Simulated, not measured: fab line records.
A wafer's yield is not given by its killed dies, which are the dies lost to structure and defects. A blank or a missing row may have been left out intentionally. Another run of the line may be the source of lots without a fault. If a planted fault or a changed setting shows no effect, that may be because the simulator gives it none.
fab line records	flow sky130
record lots=6	wafers=18	last_day=50
route steps=708 shown PWDE@54 NWELL@56 PAD_OPEN@708
lots that met no fault: from a run of the same line without faults
start_h: hours from the record's opening day to when the first of the lot's shown wafers began	wait_h: hours elapsed since this lot's preceding step	" as in the row above	L1.1+2: a single row standing in for several wafers	- no value, or no start was given	* or withheld: withheld	< > ~ a bound
route shown NAME@n: names a module that has steps shown in the file, with the first one's number in the route	usual: mean/standard deviation taken from wafers without a fault	same: alike in all rows	chamber/n: place in a boat	sites: each site's reading	_std_site: the standard deviation of these	_edge_site: the outer-site mean with the inner-site mean subtracted	radius_mm: for every site, how far away it sits from the centre of the wafer	mask NAME#n: copy n	behind: tool/chamber where the wafer was last shaped	hold: why the lot went on hold/how many hours it stayed there/how the hold came to an end	device: the n, p or np transistor that did not switch	end of line: the same wafers' tests at the end of the route	where a step has no rows: the recipe by itself	killed: at the first sort, the dies lost to defects and structure; wafer yield is something else	map: the dies of a wafer, with x for killed, . for not killed, _ for no die there
set.NAME: the setting as run; set.NAME@STEP: as run at that earlier step	model.NAME: the simulator's own value behind a step, which no gauge read
lots at some steps of the route; a table a step, a row a wafer
services: a tool's chamber out of use, with start hour (start_h, from the record's first day; less than 0 if before it), hours out, and reason
## steps
# step SKY_PWDE_STRIP_09
# recipe chemistry=O2/N2	power_w=1400	pressure_mtorr=1500	platen_temp_c=withheld	o2_flow_sccm=3000	n2_flow_sccm=300	overash_fraction=0.5
# usual drypump_motor_current_A=5.5/0.45	n2_flow_sccm=299.7/0.97	oes_product_au=0.723/0.005	strip_time_to_endpoint_s=36.92/0.093
lot.wafer	tool	chamber	start_h	wait_h	drypump_motor_current_A	n2_flow_sccm	oes_product_au	rf_hours_counter_h	strip_time_to_endpoint_s
L116.2	plasma_asher-04	0	99.70	0.1	5.7	299.3	0.712	31	36.96
L116.4	"	0	"	"	5.7	298.5	0.720	-	37.04
L116.6	"	1	"	"	6.4	299.2	0.721	-	37.01
L117.4	plasma_asher-04	1	108.14	0.1	6.3	300.3	0.716	-	36.95
L117.5	"	1	"	"	6.3	298.9	0.731	-	37.07
L117.6	"	0	"	"	5.8	300.8	0.720	-	36.96
L121.2	plasma_asher-04	0	130.35	0.1	5.8	299.0	0.727	34	37.03
L121.5	"	0	"	"	5.8	298.5	0.719	-	36.96
L121.6	"	1	"	"	6.4	300.2	0.723	-	36.95
L127.3	plasma_asher-02	0	162.73	0.1	5.8	299.1	0.719	-	36.98
L127.4	"	1	"	"	5.1	299.0	0.721	-	36.84
L127.6	"	0	"	"	5.9	300.1	0.722	-	37.00
L128.3	plasma_asher-01	0	170.74	0.1	5.8	300.6	0.722	-	36.94
L128.4	"	1	"	"	4.9	299.0	0.721	-	36.92
L128.5	"	1	"	"	4.9	300.1	0.730	-	36.92
L133.1	plasma_asher-02	1	199.00	0.1	5.1	298.6	0.735	49	36.70
L133.5	"	0	"	"	5.8	300.4	0.724	-	36.73
L133.6	"	1	"	"	5.1	298.5	0.731	-	36.90
# step SKY_PWDE_TW_MEAS_10
# usual PWDE_TW=374.4/1.8
lot.wafer	tool	chamber	start_h	wait_h	PWDE_TW
L116.2	film_metro-01	-	99.81	0.1	371.4
L116.4	"	-	"	"	373.6
L116.6	"	-	"	"	372.8
L117.4	film_metro-01	-	108.23	0.1	374.6
L117.5	"	-	"	"	374.8
L117.6	"	-	"	"	375.2
L121.2	film_metro-03	-	130.46	0.1	374.4
L121.5	"	-	"	"	372.8
L121.6	"	-	"	"	373.3
L127.3	film_metro-01	-	162.82	0.1	374.3
L127.4	"	-	"	"	374.3
L127.6	"	-	"	"	374.0
L128.3	film_metro-03	-	170.82	0.1	373.8
L128.4	"	-	"	"	374.9
L128.5	"	-	"	"	374.2
L133.1	film_metro-03	-	199.10	0.1	371.2
L133.5	"	-	"	"	371.0
L133.6	"	-	"	"	371.3
# step SKY_NWELL_DEHYDRATE_03
# recipe temp_c=200	time_s=60
# step SKY_NWELL_HMDS_04
# recipe prime_time_s=60	prime_temp_c=120
# step SKY_NWELL_COAT_05
# recipe spin_rpm=2000	resist_thk_nm=3000
# step SKY_NWELL_SOFTBAKE_06
# recipe temp_c=110	time_s=withheld
# step SKY_NWELL_EXPOSE_07
# recipe mask_id=NWM	na=0.6	source_shape=conventional	sigma_outer=0.6	polarization=unpolarized	target_cd_nm=840	dose_mj=255
# step SKY_NWELL_PEB_08
# recipe temp_c=115	time_s=withheld
# step SKY_NWELL_DEVELOP_09
# recipe wall_angle_deg=90	developer=TMAH	develop_time_s=60	dev_temp_c=23
# step SKY_NWELL_OVL_MEAS_10
# usual NWELL_00_OVL=0.5/1.3
lot.wafer	tool	chamber	start_h	wait_h	NWELL_00_OVL[nm]
L116.2	overlay-01	-	117.72	-	1.0
L116.4	"	-	"	"	-0.7
L116.6	"	-	"	"	-1.0
L117.4	overlay-02	-	126.74	-	-0.1
L117.5	"	-	"	"	0.4
L117.6	"	-	"	"	0.6
L121.2	overlay-01	-	150.02	-	-0.1
L121.5	"	-	"	"	-0.2
L121.6	"	-	"	"	-0.1
L127.3	overlay-02	-	182.93	-	1.2
L127.4	"	-	"	"	1.8
L127.6	"	-	"	"	0.8
L128.3	overlay-02	-	190.77	-	1.5
L128.4	"	-	"	"	-0.6
L128.5	"	-	"	"	-2.2
L133.1	overlay-01	-	220.36	-	0.2
L133.5	"	-	"	"	0.1
L133.6	"	-	"	"	0.3
# step SKY_NWELL_IMPLANT_11
# recipe species=P	energy_kev=400	dose_cm2=1.9e+13	tilt_deg=withheld
# step SKY_NWELL_IMPLANT_12
# recipe species=P	energy_kev=120	dose_cm2=1.3e+12	tilt_deg=withheld
# step SKY_NWELL_IMPLANT_13
# recipe species=P	energy_kev=50	dose_cm2=7e+11	tilt_deg=withheld
# usual dose_ions_cm2=7.002e+11/8e+08
lot.wafer	tool	chamber	start_h	wait_h	dose_ions_cm2
L116.2	implanter-01	0	118.07	0.1	6.996e+11
L116.4	"	0	"	"	6.992e+11
L116.6	"	0	"	"	7.002e+11
L117.4	implanter-01	0	127.13	0.1	6.999e+11
L117.5	"	0	"	"	7.012e+11
L117.6	"	0	"	"	7.001e+11
L121.2	implanter-03	0	150.38	0.1	7.002e+11
L121.5	"	0	"	"	7.006e+11
L121.6	"	0	"	"	7.006e+11
L127.3	implanter-01	0	183.31	0.1	7.135e+11
L127.4	"	0	"	"	7.136e+11
L127.6	"	0	"	"	7.134e+11
L128.3	implanter-03	0	191.15	0.1	7.013e+11
L128.4	"	0	"	"	6.989e+11
L128.5	"	0	"	"	7.003e+11
L133.1	implanter-01	0	220.70	0.1	7.123e+11
L133.5	"	0	"	"	7.138e+11
L133.6	"	0	"	"	7.13e+11
# step SKY_NWELL_STRIP_14
# recipe chemistry=O2/N2	power_w=1400	pressure_mtorr=1500	platen_temp_c=withheld	o2_flow_sccm=3000	n2_flow_sccm=300	overash_fraction=0.5
# usual drypump_motor_current_A=5.9/0.46	n2_flow_sccm=300.1/0.95	oes_product_au=0.722/0.0045	strip_time_to_endpoint_s=36.89/0.11
lot.wafer	tool	chamber	start_h	wait_h	drypump_motor_current_A	n2_flow_sccm	oes_product_au	rf_hours_counter_h	strip_time_to_endpoint_s
L116.2	plasma_asher-03	1	118.20	0.1	6.2	300.6	0.717	43	36.86
L116.4	"	1	"	"	6.2	298.7	0.718	-	36.77
L116.6	"	1	"	"	6.3	300.3	0.723	-	36.85
L117.4	plasma_asher-03	0	127.24	0.1	6.2	300.7	0.719	-	36.93
L117.5	"	0	"	"	6.2	299.3	0.717	-	36.89
L117.6	"	1	"	"	6.2	300.6	0.726	-	36.88
L121.2	plasma_asher-04	1	150.50	0.1	6.4	299.3	0.719	36	37.04
L121.5	"	0	"	"	5.8	299.2	0.722	-	37.00
L121.6	"	1	"	"	6.4	299.7	0.725	-	37.06
L127.3	plasma_asher-04	0	183.44	0.1	5.8	300.7	0.731	-	36.62
L127.4	"	1	"	"	6.4	301.1	0.725	-	36.70
L127.6	"	0	"	"	5.8	302.0	0.718	-	36.70
L128.3	plasma_asher-01	0	191.28	0.1	5.8	299.2	0.716	-	36.97
L128.4	"	1	"	"	4.9	301.9	0.713	-	36.99
L128.5	"	1	"	"	4.9	300.9	0.717	-	36.88
L133.1	plasma_asher-04	1	220.85	0.1	6.4	301.5	0.724	42	36.94
L133.5	"	1	"	"	6.4	301.5	0.713	-	37.06
L133.6	"	0	"	"	5.7	301.1	0.714	-	36.84
# step SKY_PAD_OPEN_PROBE_99
# usual killed_at_M0_to_M3=43/7	killed_at_M4_up=3.0/1.9	killed_at_contacts=24/4.6	killed_at_front_end=15/4.1	killed_at_other=0.3/0.52	killed_dies=84/9.7	killed_on_rim=16/3.6	killed_open=46/6.9	killed_short=38/6.8
# same gross_dies=492	killed_at_back_side=0
lot.wafer	tool	chamber	start_h	wait_h	killed_at_M0_to_M3	killed_at_M4_up	killed_at_contacts	killed_at_front_end	killed_at_other	killed_dies	killed_on_rim	killed_open	killed_short
L116.2	prober-01	-	1108.15	0.1	32	2	27	22	0	83	16	46	36
L116.4	prober-01	-	1108.25	0.2	46	2	24	14	0	86	16	51	35
L116.6	prober-01	-	1108.35	0.2	38	7	21	9	0	75	15	41	33
L117.4	prober-02	-	1116.35	0.2	41	0	27	20	0	88	21	44	43
L117.5	prober-02	-	1116.40	0.2	41	3	28	22	0	94	25	46	47
L117.6	prober-02	-	1116.45	0.2	56	3	23	14	0	96	18	51	45
L121.2	prober-01	-	1138.93	0.1	43	2	20	12	0	77	14	43	34
L121.5	prober-01	-	1139.08	0.2	51	4	27	13	0	95	18	50	42
L121.6	prober-01	-	1139.13	0.2	46	4	20	8	1	79	19	44	35
L127.3	prober-01	-	1169.38	0.2	39	4	21	19	1	84	12	45	39
L127.4	prober-01	-	1169.43	0.2	37	2	30	9	0	78	24	42	36
L127.6	prober-01	-	1169.53	0.2	41	1	23	12	0	77	15	45	31
L128.3	prober-02	-	1174.88	0.2	48	2	24	14	0	88	18	51	37
L128.4	prober-02	-	1174.93	0.2	40	3	24	8	1	76	23	42	33
L128.5	prober-02	-	1174.98	0.2	46	2	28	11	0	87	14	42	45
L133.1	prober-01	-	1197.08	0.1	56	5	16	11	0	88	18	38	50
L133.5	prober-01	-	1197.28	0.2	54	2	25	21	1	103	17	61	42
L133.6	prober-01	-	1197.33	0.2	41	8	22	24	0	95	18	38	57
# killed by level:class
L116.2 VIA1:geometric_particle:open=12 CONTACT:geometric_particle:open=11 FIELD_ISO:geometric_particle:short=6 LI_CONTACT:geometric_particle:open=6 CONTACT:geometric_particle:short=5 METAL1:geometric_particle:short=5 FIELD_ISO:geometric_particle:open=4 VIA3:geometric_particle:short=4
L116.4 VIA2:geometric_particle:open=10 CONTACT:geometric_particle:open=8 VIA1:geometric_particle:open=8 VIA3:geometric_particle:open=7 VIA1:geometric_particle:short=6 POLY_GATE:geometric_particle:open=5 CONTACT:geometric_particle:short=5 FIELD_ISO:geometric_particle:open=4
L116.6 VIA1:geometric_particle:open=10 VIA3:geometric_particle:open=8 METAL4:geometric_particle:short=7 VIA2:geometric_particle:open=6 LI_CONTACT:geometric_particle:open=6 CONTACT:geometric_particle:open=6 METAL3:geometric_particle:short=5 LOCAL_INTERCONNECT:geometric_particle:short=4
L117.4 LOCAL_INTERCONNECT:geometric_particle:short=9 VIA1:geometric_particle:open=8 POLY_GATE:geometric_particle:open=6 CONTACT:geometric_particle:open=6 METAL1:geometric_particle:short=5 VIA1:geometric_particle:short=5 METAL2:geometric_particle:short=5 VIA3:geometric_particle:open=5
L117.5 CONTACT:geometric_particle:open=12 METAL1:geometric_particle:short=8 METAL2:geometric_particle:short=7 VIA3:geometric_particle:open=7 VIA1:geometric_particle:open=6 FIELD_ISO:geometric_particle:open=5 LOCAL_INTERCONNECT:geometric_particle:short=5 FIELD_ISO:geometric_particle:short=4
L117.6 VIA1:geometric_particle:open=13 LI_CONTACT:geometric_particle:open=8 METAL1:geometric_particle:short=6 VIA1:geometric_particle:short=6 METAL2:geometric_particle:short=6 VIA3:geometric_particle:open=6 POLY_GATE:geometric_particle:short=5 METAL3:geometric_particle:short=5
L121.2 VIA2:geometric_particle:open=8 CONTACT:geometric_particle:open=7 VIA3:geometric_particle:open=7 METAL2:geometric_particle:short=6 LI_CONTACT:geometric_particle:open=5 VIA1:geometric_particle:open=5 FIELD_ISO:geometric_particle:short=4 LI_CONTACT:geometric_particle:short=4
L121.5 VIA1:geometric_particle:open=10 CONTACT:geometric_particle:open=9 VIA3:geometric_particle:open=8 METAL1:geometric_particle:short=7 LI_CONTACT:geometric_particle:open=7 LOCAL_INTERCONNECT:geometric_particle:short=6 METAL2:geometric_particle:short=6 VIA2:geometric_particle:short=5
L121.6 VIA1:geometric_particle:open=10 VIA2:geometric_particle:open=9 VIA3:geometric_particle:open=7 LI_CONTACT:geometric_particle:open=6 LI_CONTACT:geometric_particle:short=4 METAL1:geometric_particle:open=4 LOCAL_INTERCONNECT:geometric_particle:short=4 CONTACT:geometric_particle:open=4
L127.3 VIA1:geometric_particle:open=11 CONTACT:geometric_particle:open=7 FIELD_ISO:geometric_particle:short=6 LOCAL_INTERCONNECT:geometric_particle:short=5 METAL1:geometric_particle:open=5 VIA3:geometric_particle:open=5 FIELD_ISO:geometric_particle:open=4 CONTACT:geometric_particle:short=4
L127.4 CONTACT:geometric_particle:open=13 CONTACT:geometric_particle:short=7 VIA1:geometric_particle:open=7 VIA3:geometric_particle:open=7 LOCAL_INTERCONNECT:geometric_particle:short=6 METAL1:geometric_particle:short=4 VIA2:geometric_particle:open=4 LI_CONTACT:geometric_particle:open=3
L127.6 CONTACT:geometric_particle:open=10 VIA1:geometric_particle:open=9 VIA3:geometric_particle:open=6 METAL1:geometric_particle:short=6 LI_CONTACT:geometric_particle:open=5 METAL2:geometric_particle:short=5 POLY_GATE:geometric_particle:short=4 CONTACT:geometric_particle:short=4
L128.3 VIA2:geometric_particle:open=14 VIA1:geometric_particle:open=10 METAL1:geometric_particle:short=8 CONTACT:geometric_particle:short=8 CONTACT:geometric_particle:open=7 LI_CONTACT:geometric_particle:open=6 FIELD_ISO:geometric_particle:short=5 FIELD_ISO:geometric_particle:open=4
L128.4 LI_CONTACT:geometric_particle:open=8 VIA1:geometric_particle:open=7 CONTACT:geometric_particle:open=6 METAL2:geometric_particle:short=6 CONTACT:geometric_particle:short=5 METAL1:geometric_particle:short=5 VIA2:geometric_particle:open=5 VIA3:geometric_particle:open=5
L128.5 CONTACT:geometric_particle:open=13 VIA1:geometric_particle:open=12 CONTACT:geometric_particle:short=9 METAL1:geometric_particle:short=6 VIA1:geometric_particle:short=6 METAL2:geometric_particle:short=6 FIELD_ISO:geometric_particle:open=4 METAL3:geometric_particle:short=4
L133.1 METAL2:geometric_particle:short=11 VIA1:geometric_particle:short=10 VIA2:geometric_particle:open=10 VIA1:geometric_particle:open=8 CONTACT:geometric_particle:open=5 FIELD_ISO:geometric_particle:short=4 LOCAL_INTERCONNECT:geometric_particle:short=4 VIA2:geometric_particle:short=4
L133.5 CONTACT:geometric_particle:open=11 VIA1:geometric_particle:open=11 VIA3:geometric_particle:open=10 METAL2:geometric_particle:short=8 LI_CONTACT:geometric_particle:open=6 VIA1:geometric_particle:short=6 METAL1:geometric_particle:short=6 POLY_GATE:geometric_particle:open=5
L133.6 METAL1:geometric_particle:short=8 FIELD_ISO:geometric_particle:short=7 POLY_GATE:geometric_particle:short=7 METAL4:geometric_particle:short=7 METAL2:geometric_particle:short=6 CONTACT:geometric_particle:open=6 VIA1:geometric_particle:short=6 VIA1:geometric_particle:open=6
## services
tool	chamber	start_h	hours	kind
plasma_asher-04	-	79.13	2.8	pm
implanter-03	-	97.69	1.9	repair
plasma_asher-01	-	108.83	9.0	pm
plasma_asher-01	0	108.83	9.0	vent_cycle
plasma_asher-01	1	108.83	9.0	vent_cycle
plasma_asher-02	-	115.81	1.1	repair
plasma_asher-01	0	117.83	-	clean
plasma_asher-01	1	117.83	-	clean
implanter-01	-	127.77	7.7	repair
plasma_asher-01	-	151.88	0.8	repair
implanter-03	-	156.87	23.3	pm
implanter-01	-	198.07	14.4	repair
implanter-01	-	203.25	1.9	repair
## key
first_sign step=SKY_NWELL_IMPLANT_13	reading=dose_ions_cm2	direction=up	sigmas=16	usual=*	struck=*
effect none on later readings
met_at SKY_NWELL_IMPLANT_13
struck_wafers L127.3,L127.4,L127.6,L133.1,L133.5,L133.6
tester_left_out L127,L133
onset_between 127.13 183.31
fault kind=process_parameter_drift	tool=implanter-01	chamber=-	onset_h=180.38	steps=SKY_NWELL_IMPLANT_13	channel=dose_cm2	offset=*	shape=step	end_h=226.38	acts_in=*	stated=*
# tester_left_out: of these lots the tester's yield and bins aren't shown, on N5 and GAA mostly nor the transistor test; their killed dies are dies lost to structure and defects alone, not to doping, threshold or leakage, so they don't give the yield
